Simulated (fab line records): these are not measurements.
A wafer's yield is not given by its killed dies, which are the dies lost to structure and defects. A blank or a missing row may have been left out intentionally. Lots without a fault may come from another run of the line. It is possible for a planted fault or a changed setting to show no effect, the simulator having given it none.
fab line records	flow sky130
record: lots: 7	wafers: 21	last_day: 50
route steps=708 shown PAD_OPEN@694
lots that met no fault: from a run of the same line without faults
start_h: hours from the record's first day to the start of the lot's first wafer shown	wait_h: hours since the lot's step before	" as in the row above	L1.1+2: one row covering several wafers at once	- value missing, or start not given	* or withheld: withheld	< > ~ a bound
route shown NAME@n: NAME is a module with steps in the file, n the number in the route of the first one	usual: average and standard deviation across the fault-free wafers	same: alike in all rows	chamber/n: place in a boat	sites: the reading at each site	_std_site: their standard deviation	_edge_site: outer sites' mean less inner sites'	radius_mm: how far each site lies from the wafer's centre	mask NAME#n: copy n	behind: the last tool/chamber to shape the wafer	hold: reason for holding the lot/hours on hold/outcome of the hold	device: whichever transistor did not switch (one of n, p or np)	end of line: tests run on the same wafers once the route is complete	for a step that has no rows: nothing shown but its recipe	killed: at the first sort, the dies lost to defects and structure; wafer yield is something else	map: the dies of a wafer, with x for killed, . for not killed, _ for no die there
set.NAME: setting as actually run; set.NAME@STEP: the setting as run at that earlier step	model.NAME: the simulator's own value behind a step, which no gauge read
lots at selected steps of the route; one table per step, one row per wafer
services: the hour from which a tool's chamber was out of use, counted from the record's first day as start_h (under 0 if before that day), plus the number of hours and why
== steps ==
step: SKY_PAD_OPEN_DEHYDRATE_00
recipe: temp_c: 200	time_s: 60
step: SKY_PAD_OPEN_HMDS_01
recipe: prime_time_s: 60	prime_temp_c: 120
step: SKY_PAD_OPEN_COAT_02
recipe: spin_rpm: 2000	resist_thk_nm: 3000
step: SKY_PAD_OPEN_SOFTBAKE_03
recipe: temp_c: 110	time_s: withheld
step: SKY_PAD_OPEN_EXPOSE_04
recipe: mask_id: PDM	target_cd_nm: 60000	na: 0.57	dose_mj: 260
step: SKY_PAD_OPEN_PEB_05
recipe: temp_c: 115	time_s: withheld
step: SKY_PAD_OPEN_DEVELOP_06
recipe: develop_time_s: 60	dev_temp_c: 23
step: SKY_PAD_OPEN_ETCH_07
recipe: chemistry: CF4/O2	target_depth_nm: 725	stop_on: AlCu	source_w: 800	bias_w: 150	pressure_mtorr: 150	cf4_flow_sccm: 80	O2_flow_sccm: 10	time_s: 161.1
usual: cf4_flow_sccm: 79.99/0.23	drypump_motor_current_A: 6.0/0.42	oes_product_au: 0.979/0.0068	throttle_valve_pct: 5.965/0.0089
lot.wafer	tool	chamber	start_h	wait_h	cf4_flow_sccm	drypump_motor_current_A	oes_product_au	rf_hours_counter_h	throttle_valve_pct
L302.1	rie_diel-02	1	1100.09	-	79.70	5.9	0.963	25	5.971
L302.4	"	2	"	"	80.10	6.7	0.966	25	5.964
L302.6	"	0	"	"	79.92	6.1	0.972	-	5.956
L304.1	rie_diel-02	3	1113.65	-	80.00	6.3	0.982	7	5.970
L304.2	"	2	"	"	79.95	6.7	0.973	26	5.956
L304.3	"	0	"	"	80.11	6.1	0.986	10	5.953
L312.1	rie_diel-02	3	1160.46	-	80.33	6.3	0.972	9	5.966
L312.2	"	0	"	"	79.63	6.1	0.971	12	5.968
L312.5	"	2	"	"	80.10	6.6	0.977	-	5.958
L313.1	rie_diel-01	0	1161.61	-	80.24	5.3	0.985	20	5.973
L313.2	"	2	"	"	79.92	5.9	0.987	10	5.961
L313.4	"	1	"	"	79.58	6.2	0.983	19	5.961
L314.1	rie_diel-01	1	1163.99	-	79.66	6.1	0.972	19	5.957
L314.3	"	0	"	"	80.12	5.4	0.965	20	5.985
L314.5	"	2	"	"	80.13	5.9	0.993	-	5.987
L316.1	rie_diel-02	0	1178.96	-	79.76	6.1	0.980	13	5.974
L316.3	"	3	"	"	80.45	6.3	0.976	10	5.978
L316.5	"	1	"	"	80.25	5.9	0.984	-	5.981
L319.1	rie_diel-04	2	1188.21	-	80.14	5.6	0.984	19	5.967
L319.2	"	1	"	"	79.91	6.3	0.971	17	5.969
L319.6	"	0	"	"	79.73	6.0	0.978	-	5.957
step: SKY_PAD_OPEN_STRIP_08
recipe: chemistry: O2/N2	power_w: 1400	pressure_mtorr: 1500	platen_temp_c: withheld	overash_fraction: 0.7	o2_flow_sccm: 3000	n2_flow_sccm: 300
usual: drypump_motor_current_A: 5.6/0.59	oes_product_au: 0.663/0.0045
lot.wafer	tool	chamber	start_h	wait_h	drypump_motor_current_A	oes_product_au	rf_hours_counter_h
L302.1	plasma_asher-01	0	1100.20	0.1	5.2	0.663	4
L302.4	"	0	"	"	5.2	0.663	-
L302.6	"	1	"	"	5.9	0.655	-
L304.1	plasma_asher-03	1	1113.76	0.1	4.9	0.671	66
L304.2	"	0	"	"	6.2	0.659	66
L304.3	"	1	"	"	4.9	0.662	-
L312.1	plasma_asher-02	1	1160.56	0.1	4.8	0.659	42
L312.2	"	0	"	"	6.4	0.658	42
L312.5	"	1	"	"	4.9	0.658	-
L313.1	plasma_asher-02	1	1161.71	0.1	4.8	0.666	42
L313.2	"	0	"	"	6.3	0.666	42
L313.4	"	0	"	"	6.3	0.666	-
L314.1	plasma_asher-01	0	1164.10	0.1	5.2	0.664	11
L314.3	"	0	"	"	5.2	0.664	-
L314.5	"	1	"	"	5.8	0.662	-
L316.1	plasma_asher-02	0	1179.07	0.1	6.4	0.660	44
L316.3	"	0	"	"	6.4	0.663	-
L316.5	"	1	"	"	4.9	0.658	-
L319.1	plasma_asher-03	1	1188.32	0.1	4.9	0.659	74
L319.2	"	0	"	"	6.3	0.659	74
L319.6	"	0	"	"	6.3	0.668	-
step: SKY_PAD_OPEN_STRIP_09
recipe: chemistry: post_etch_residue_remover	time_s: 1200	temp_c: 72.5
step: SKY_PAD_OPEN_CLEAN_10
recipe: chemistry: IPA	time_s: 180	temp_c: 25
step: SKY_PAD_OPEN_CLEAN_11
recipe: chemistry: O3/DIW	dry: n2_spin
step: SKY_PAD_OPEN_ANNEAL_12
recipe: temp_c: 400	time_s: withheld	ambient: N2/H2	idle_temp_c: 300	ramp_up_c_per_min: 8	ramp_down_c_per_min: 4
usual: spike_tc_bottom_C: 425.2/0.99	spike_tc_centre_C: 400.6/0.96	spike_tc_lower_C: 400.8/1.9	spike_tc_top_C: 427.7/1.2	spike_tc_upper_C: 399.7/1.1	zone_power_bottom_pct: 6.00/0.15	zone_power_centre_pct: 4.57/0.046	zone_power_top_pct: 12.6/0.68
lot.wafer	tool	chamber	start_h	wait_h	spike_tc_bottom_C	spike_tc_centre_C	spike_tc_lower_C	spike_tc_top_C	spike_tc_upper_C	zone_power_bottom_pct	zone_power_centre_pct	zone_power_top_pct
L302.1	furnace-01	0	1100.79	0.0	425.8	399.4	403.1	428.7	398.8	6.22	4.51	11.8
L302.4	"	0	"	"	424.6	399.7	401.4	429.9	399.3	6.21	4.59	11.8
L302.6	"	0	"	"	424.6	401.5	400.5	426.4	400.3	6.09	4.60	11.8
L304.1	furnace-02	0	1114.35	0.0	424.0	401.8	400.0	428.0	403.1	5.87	4.56	13.1
L304.2	"	0	"	"	425.2	400.8	399.0	426.9	398.9	5.83	4.47	13.2
L304.3	"	0	"	"	424.5	399.8	399.9	427.3	401.7	5.83	4.54	13.4
L312.1	furnace-02	0	1161.15	0.0	399.2	375.2	373.4	400.4	374.5	5.36	4.20	12.3
L312.2	"	0	"	"	400.8	375.1	372.6	402.3	374.6	5.46	4.13	12.2
L312.5	"	0	"	"	398.1	373.3	372.6	401.2	372.8	5.42	4.23	12.1
L313.1	furnace-01	0	1162.30	0.0	424.7	399.6	403.5	429.3	398.0	6.22	4.58	12.0
L313.2	"	0	"	"	423.9	400.4	400.5	429.7	399.1	6.21	4.53	11.8
L313.4	"	0	"	"	424.5	401.0	403.0	428.4	397.6	6.20	4.65	11.9
L314.1	furnace-02	0	1164.69	0.0	400.6	372.7	373.9	400.9	373.7	5.29	4.21	12.2
L314.3	"	0	"	"	398.6	375.3	369.5	403.2	373.9	5.31	4.22	12.2
L314.5	"	0	"	"	399.7	373.0	371.2	400.7	375.1	5.31	4.23	12.1
L316.1	furnace-02	0	1179.82	0.0	398.8	373.6	373.8	401.6	374.8	5.39	4.20	12.2
L316.3	"	0	"	"	399.5	374.9	373.2	402.3	372.5	5.34	4.17	12.1
L316.5	"	0	"	"	401.7	375.1	373.9	402.0	374.0	5.39	4.22	12.1
L319.1	furnace-01	0	1189.01	0.0	424.8	398.9	403.6	429.5	398.5	6.16	4.54	11.7
L319.2	"	0	"	"	424.5	401.5	402.4	429.5	401.2	6.14	4.53	11.9
L319.6	"	0	"	"	425.5	400.5	401.1	430.2	398.5	6.18	4.55	11.8
step: SKY_PAD_OPEN_BOW_MEAS_13
recipe: mode: bow
usual: PAD_OPEN_BOW: 46/8.5
lot.wafer	tool	chamber	start_h	wait_h	PAD_OPEN_BOW[um]
L302.1	film_metro-02	-	1102.29	-	46
L302.4	"	-	"	"	40
L302.6	"	-	"	"	50
L304.1	film_metro-02	-	1115.85	-	57
L304.2	"	-	"	"	53
L304.3	"	-	"	"	66
L312.1	film_metro-02	-	1162.65	-	48
L312.2	"	-	"	"	55
L312.5	"	-	"	"	54
L313.1	film_metro-01	-	1163.80	-	48
L313.2	"	-	"	"	52
L313.4	"	-	"	"	58
L314.1	film_metro-04	-	1166.19	-	45
L314.3	"	-	"	"	48
L314.5	"	-	"	"	54
L316.1	film_metro-01	-	1181.32	-	59
L316.3	"	-	"	"	45
L316.5	"	-	"	"	47
L319.1	film_metro-04	-	1190.51	-	40
L319.2	"	-	"	"	32
L319.6	"	-	"	"	49
step: SKY_PAD_OPEN_PROBE_99
usual: defect_limited_yield: 82.7/1.8	killed_at_M0_to_M3: 43/6.8	killed_at_M4_up: 3.2/1.8	killed_at_contacts: 24/5.2	killed_at_front_end: 15/4.2	killed_at_other: 0.4/0.62	killed_dies: 85/8.7	killed_open: 46/6.7	killed_short: 39/5.9	sort_bin_3_pad_short: 0.9/0.41	sort_bin_5_function: 10.2/1.5	sort_bin_6_memory: 6.3/1.1	sort_n_pass: 407/8.7	sort_yield_pct: 82.7/1.8
same: gross_dies: 492	killed_at_back_side: 0	sort_bin_4_leakage[%]: 0	sort_bin_8_speed[%]: 0
lot.wafer	tool	chamber	start_h	wait_h	defect_limited_yield[%]	killed_at_M0_to_M3	killed_at_M4_up	killed_at_contacts	killed_at_front_end	killed_at_other	killed_dies	killed_open	killed_short	sort_bin_3_pad_short[%]	sort_bin_5_function[%]	sort_bin_6_memory[%]	sort_n_pass	sort_yield_pct[%]
L302.1	prober-02	-	1102.41	0.1	83.3	33	3	25	21	0	82	48	34	1.0	10.8	4.9	410	83.3
L302.4	prober-02	-	1102.56	0.2	83.7	42	2	18	18	0	80	43	35	0.6	9.6	6.1	412	83.7
L302.6	prober-02	-	1102.66	0.2	82.5	45	3	23	14	1	86	41	45	0.6	9.1	7.7	406	82.5
L312.1	prober-01	-	1162.77	0.1	84.1	43	4	19	12	0	78	45	33	1.4	7.3	7.1	414	84.1
L312.2	prober-01	-	1162.82	0.1	81.7	52	4	20	14	0	90	45	45	1.0	7.5	9.8	402	81.7
L312.5	prober-01	-	1162.97	0.2	83.7	43	1	18	18	0	80	48	32	0.8	10.4	5.1	412	83.7
L313.1	prober-02	-	1163.92	0.1	82.9	41	1	20	22	0	84	46	38	1.2	8.7	7.1	408	82.9
killed by level:class
L302.1 VIA1:geometric_particle:open=10 POLY_GATE:geometric_particle:open=8 CONTACT:geometric_particle:open=8 LI_CONTACT:geometric_particle:open=6 VIA3:geometric_particle:open=6 FIELD_ISO:geometric_particle:short=5 METAL2:geometric_particle:short=5 METAL1:geometric_particle:short=4
L302.4 VIA1:geometric_particle:open=10 METAL1:geometric_particle:short=9 POLY_GATE:geometric_particle:short=7 LI_CONTACT:geometric_particle:open=7 POLY_GATE:geometric_particle:open=6 CONTACT:geometric_particle:open=6 VIA2:geometric_particle:open=5 VIA3:geometric_particle:open=5
L302.6 CONTACT:geometric_particle:open=8 METAL2:geometric_particle:short=8 METAL1:geometric_particle:short=7 LI_CONTACT:geometric_particle:open=7 VIA1:geometric_particle:open=6 VIA1:geometric_particle:short=6 FIELD_ISO:geometric_particle:short=5 VIA2:geometric_particle:open=5
L312.1 VIA1:geometric_particle:open=10 CONTACT:geometric_particle:short=8 VIA3:geometric_particle:open=8 CONTACT:geometric_particle:open=7 METAL2:geometric_particle:short=6 VIA2:geometric_particle:open=5 VIA1:geometric_particle:short=4 FIELD_ISO:geometric_particle:short=3
L312.2 METAL2:geometric_particle:short=11 VIA1:geometric_particle:short=10 VIA1:geometric_particle:open=10 LI_CONTACT:geometric_particle:open=6 FIELD_ISO:geometric_particle:open=5 CONTACT:geometric_particle:open=5 METAL1:geometric_particle:short=4 METAL2:geometric_particle:open=4
L312.5 VIA1:geometric_particle:open=9 VIA3:geometric_particle:open=8 LI_CONTACT:geometric_particle:open=8 CONTACT:geometric_particle:open=6 VIA3:geometric_particle:short=5 FIELD_ISO:geometric_particle:open=4 VIA2:geometric_particle:short=4 FIELD_ISO:geometric_particle:short=3
L313.1 VIA1:geometric_particle:open=12 CONTACT:geometric_particle:open=11 METAL2:geometric_particle:short=9 FIELD_ISO:geometric_particle:open=7 POLY_GATE:geometric_particle:short=6 FIELD_ISO:geometric_particle:short=5 CONTACT:geometric_particle:short=4 METAL1:geometric_particle:open=4
== services ==
tool	chamber	start_h	hours	kind
furnace-01	-	1085.54	9.9	pm
rie_diel-01	2	1089.47	7.0	repair
furnace-01	-	1105.27	3.5	pm
furnace-02	-	1108.74	3.5	pm
rie_diel-04	-	1127.20	0.3	repair
rie_diel-02	1	1127.38	15.9	repair
rie_diel-02	1	1157.04	6.8	repair
rie_diel-01	0	1178.84	8.3	repair
== key ==
first_sign: step: SKY_PAD_OPEN_ANNEAL_12	reading: spike_tc_centre_C	direction: down	sigmas: 28	usual: 400.6	struck: 374.3
effect: step: SKY_PAD_OPEN_ANNEAL_12	reading: spike_tc_bottom_C	direction: down	sigmas: 26	usual: 425.2	struck: 399.7
met_at SKY_PAD_OPEN_ANNEAL_12
struck_wafers L312.1,L312.2,L312.5,L314.1,L314.3,L314.5,L316.1,L316.3,L316.5
onset_between 1114.35 1161.15
fault: kind: process_parameter_drift	tool: furnace-02	chamber: -	onset_h: 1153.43	steps: SKY_PAD_OPEN_ANNEAL_12	channel: temp_c	offset: *	shape: step	end_h: 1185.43	acts_in: *	stated: *
